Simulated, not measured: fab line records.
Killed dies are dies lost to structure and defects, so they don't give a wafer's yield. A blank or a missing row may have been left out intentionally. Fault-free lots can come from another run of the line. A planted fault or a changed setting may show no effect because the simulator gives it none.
Tool commonality check || flow sky130 || 14 lots, 42 wafers sampled

== REASON FOR OPENING ==
2 of 14 lots carry a flag on the reading DNWELL_TW at SKY_DNWELL_TW_MEAS_09. Wafers without a fault read 1116, standard deviation 17.
Rule: a lot is flagged when every wafer of it that has a number lies more than 4 standard deviations from that mean, or none has a number. The other lots count as sound.

{"lot": "L507", "measured": "day 3 06:59", "on": "filmMetro-04", "DNWELL_TW, wafer by wafer": "1127 1125 1121", "flag": ""}
{"lot": "L508", "measured": "day 3 11:21", "on": "filmMetro-02", "DNWELL_TW, wafer by wafer": "1142 1138 1142", "flag": ""}
{"lot": "L509", "measured": "day 3 12:57", "on": "filmMetro-01", "DNWELL_TW, wafer by wafer": "1089 1094 1097", "flag": ""}
{"lot": "L511", "measured": "day 4 03:14", "on": "filmMetro-02", "DNWELL_TW, wafer by wafer": "1136 1136 1131", "flag": ""}
{"lot": "L512", "measured": "day 4 07:26", "on": "filmMetro-01", "DNWELL_TW, wafer by wafer": "1090 1090 1095", "flag": ""}
{"lot": "L513", "measured": "day 4 11:41", "on": "filmMetro-04", "DNWELL_TW, wafer by wafer": "1104 1116 1104", "flag": ""}
{"lot": "L515", "measured": "day 4 23:11", "on": "filmMetro-01", "DNWELL_TW, wafer by wafer": "1091 1090 1086", "flag": ""}
{"lot": "L516", "measured": "day 5 04:41", "on": "filmMetro-01", "DNWELL_TW, wafer by wafer": "1093 1088 1096", "flag": ""}
{"lot": "L519", "measured": "day 5 20:20", "on": "filmMetro-01", "DNWELL_TW, wafer by wafer": "1103 1101 1097", "flag": ""}
{"lot": "L520", "measured": "day 6 00:44", "on": "filmMetro-02", "DNWELL_TW, wafer by wafer": "1122 1123 1127", "flag": ""}
{"lot": "L521", "measured": "day 6 07:16", "on": "filmMetro-04", "DNWELL_TW, wafer by wafer": "30 30 30", "flag": "FLAGGED"}
{"lot": "L522", "measured": "day 6 14:05", "on": "filmMetro-02", "DNWELL_TW, wafer by wafer": "30 31 30", "flag": "FLAGGED"}
{"lot": "L527", "measured": "day 7 18:33", "on": "filmMetro-04", "DNWELL_TW, wafer by wafer": "1116 1116 1112", "flag": ""}
{"lot": "L530", "measured": "day 8 09:17", "on": "filmMetro-01", "DNWELL_TW, wafer by wafer": "1104 1107 1104", "flag": ""}
Average over the flagged lots: 30; offset from the usual -1086, equal to -64 standard deviations.

== TOOL THAT RAN EACH LOT ==
Before the reading, the record contains 2 process steps out of a 708-step route. Each cell gives the tool, then ch followed by the chambers the sampled wafers passed through, then the start.
{"lot": "L507", "flag": "", "SKY_FIELD_ISO_ETCH_15": "rieDiel-01 ch 1,3, day 2 06:34", "SKY_DNWELL_EXPOSE_04": "ilineStepper-01 ch 0, day 2 22:36"}
{"lot": "L508", "flag": "", "SKY_FIELD_ISO_ETCH_15": "rieDiel-04 ch 1,2,3, day 2 10:52", "SKY_DNWELL_EXPOSE_04": "ilineStepper-02 ch 0, day 3 02:52"}
{"lot": "L509", "flag": "", "SKY_FIELD_ISO_ETCH_15": "rieDiel-02 ch 0,2,3, day 2 14:34", "SKY_DNWELL_EXPOSE_04": "ilineStepper-02 ch 0, day 3 05:07"}
{"lot": "L511", "flag": "", "SKY_FIELD_ISO_ETCH_15": "rieDiel-02 ch 0,3, day 3 02:40", "SKY_DNWELL_EXPOSE_04": "ilineStepper-02 ch 0, day 3 18:38"}
{"lot": "L512", "flag": "", "SKY_FIELD_ISO_ETCH_15": "rieDiel-04 ch 0,2,3, day 3 07:13", "SKY_DNWELL_EXPOSE_04": "ilineStepper-02 ch 0, day 3 23:18"}
{"lot": "L513", "flag": "", "SKY_FIELD_ISO_ETCH_15": "rieDiel-04 ch 0,2, day 3 11:10", "SKY_DNWELL_EXPOSE_04": "ilineStepper-01 ch 0, day 4 03:19"}
{"lot": "L515", "flag": "", "SKY_FIELD_ISO_ETCH_15": "rieDiel-04 ch 0,2,3, day 3 21:48", "SKY_DNWELL_EXPOSE_04": "ilineStepper-01 ch 0, day 4 14:04"}
{"lot": "L516", "flag": "", "SKY_FIELD_ISO_ETCH_15": "rieDiel-01 ch 0,2,3, day 4 03:48", "SKY_DNWELL_EXPOSE_04": "ilineStepper-01 ch 0, day 4 19:33"}
{"lot": "L519", "flag": "", "SKY_FIELD_ISO_ETCH_15": "rieDiel-04 ch 0,1,3, day 4 19:02", "SKY_DNWELL_EXPOSE_04": "ilineStepper-01 ch 0, day 5 11:14"}
{"lot": "L520", "flag": "", "SKY_FIELD_ISO_ETCH_15": "rieDiel-02 ch 0,2,3, day 5 00:47", "SKY_DNWELL_EXPOSE_04": "ilineStepper-02 ch 0, day 5 15:59"}
{"lot": "L521", "flag": "FLAGGED", "SKY_FIELD_ISO_ETCH_15": "rieDiel-04 ch 0,1, day 5 06:44", "SKY_DNWELL_EXPOSE_04": "ilineStepper-01, day 5 22:21"}
{"lot": "L522", "flag": "FLAGGED", "SKY_FIELD_ISO_ETCH_15": "rieDiel-01 ch 0,3, day 5 11:29", "SKY_DNWELL_EXPOSE_04": "ilineStepper-01, day 6 04:41"}
{"lot": "L527", "flag": "", "SKY_FIELD_ISO_ETCH_15": "rieDiel-01 ch 0,2,3, day 6 13:16", "SKY_DNWELL_EXPOSE_04": "ilineStepper-02 ch 0, day 7 08:47"}
{"lot": "L530", "flag": "", "SKY_FIELD_ISO_ETCH_15": "rieDiel-02 ch 0,1,3, day 7 04:56", "SKY_DNWELL_EXPOSE_04": "ilineStepper-02 ch 0, day 7 22:36"}
What these steps do:
- SKY_FIELD_ISO_ETCH_15: etches the open film in CHF3/O2, stops on Si, target depth 180 nm, time 72 s.
- SKY_DNWELL_EXPOSE_04: exposes mask DNM, target cd 3000 nm.
- SKY_DNWELL_TW_MEAS_09

== FLAGGED AGAINST TOTAL, ONE TOOL AT A TIME (gauges that did the reading follow at the end) ==
{"step": "SKY_FIELD_ISO_ETCH_15", "tool": "rieDiel-01", "lots run": 4, "flagged": 1, "share of the flagged lots": "some", "sound lots run after its first flagged lot": "1 (L527)"}
{"step": "SKY_FIELD_ISO_ETCH_15", "tool": "rieDiel-02", "lots run": 4, "flagged": 0, "share of the flagged lots": "none", "sound lots run after its first flagged lot": "-"}
{"step": "SKY_FIELD_ISO_ETCH_15", "tool": "rieDiel-04", "lots run": 6, "flagged": 1, "share of the flagged lots": "some", "sound lots run after its first flagged lot": 0}
{"step": "SKY_DNWELL_EXPOSE_04", "tool": "ilineStepper-01", "lots run": 7, "flagged": 2, "share of the flagged lots": "all", "sound lots run after its first flagged lot": 0}
{"step": "SKY_DNWELL_EXPOSE_04", "tool": "ilineStepper-02", "lots run": 7, "flagged": 0, "share of the flagged lots": "none", "sound lots run after its first flagged lot": "-"}
{"step": "SKY_DNWELL_TW_MEAS_09", "tool": "filmMetro-01", "lots run": 6, "flagged": 0, "share of the flagged lots": "none", "sound lots run after its first flagged lot": "-"}
{"step": "SKY_DNWELL_TW_MEAS_09", "tool": "filmMetro-02", "lots run": 4, "flagged": 1, "share of the flagged lots": "some", "sound lots run after its first flagged lot": 0}
{"step": "SKY_DNWELL_TW_MEAS_09", "tool": "filmMetro-04", "lots run": 4, "flagged": 1, "share of the flagged lots": "some", "sound lots run after its first flagged lot": "1 (L527)"}

== WHAT THE TABLE PERMITS ==
1 row of the table ran every flagged lot: ilineStepper-01 at SKY_DNWELL_EXPOSE_04.
- ilineStepper-01 at SKY_DNWELL_EXPOSE_04 ran 7 lots, 2 of them flagged. Last sound lot L519 at day 5 11:14, first flagged lot L521 at day 5 22:21; a fault beginning in between fits. On the flagged lots its readings are blank where sound lots have values: exposureDoseMJCm2, focusOffsetNm.
Left over: one tool, ilineStepper-01 at SKY_DNWELL_EXPOSE_04.

== WHAT WAS PUT IN BY THE SIMULATOR ==
Step skipped in full: ilineStepper-01, at SKY_DNWELL_EXPOSE_04, from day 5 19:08 onward. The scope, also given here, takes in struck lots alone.
Shown lots that were struck: L521, L522. The rule above found the same.
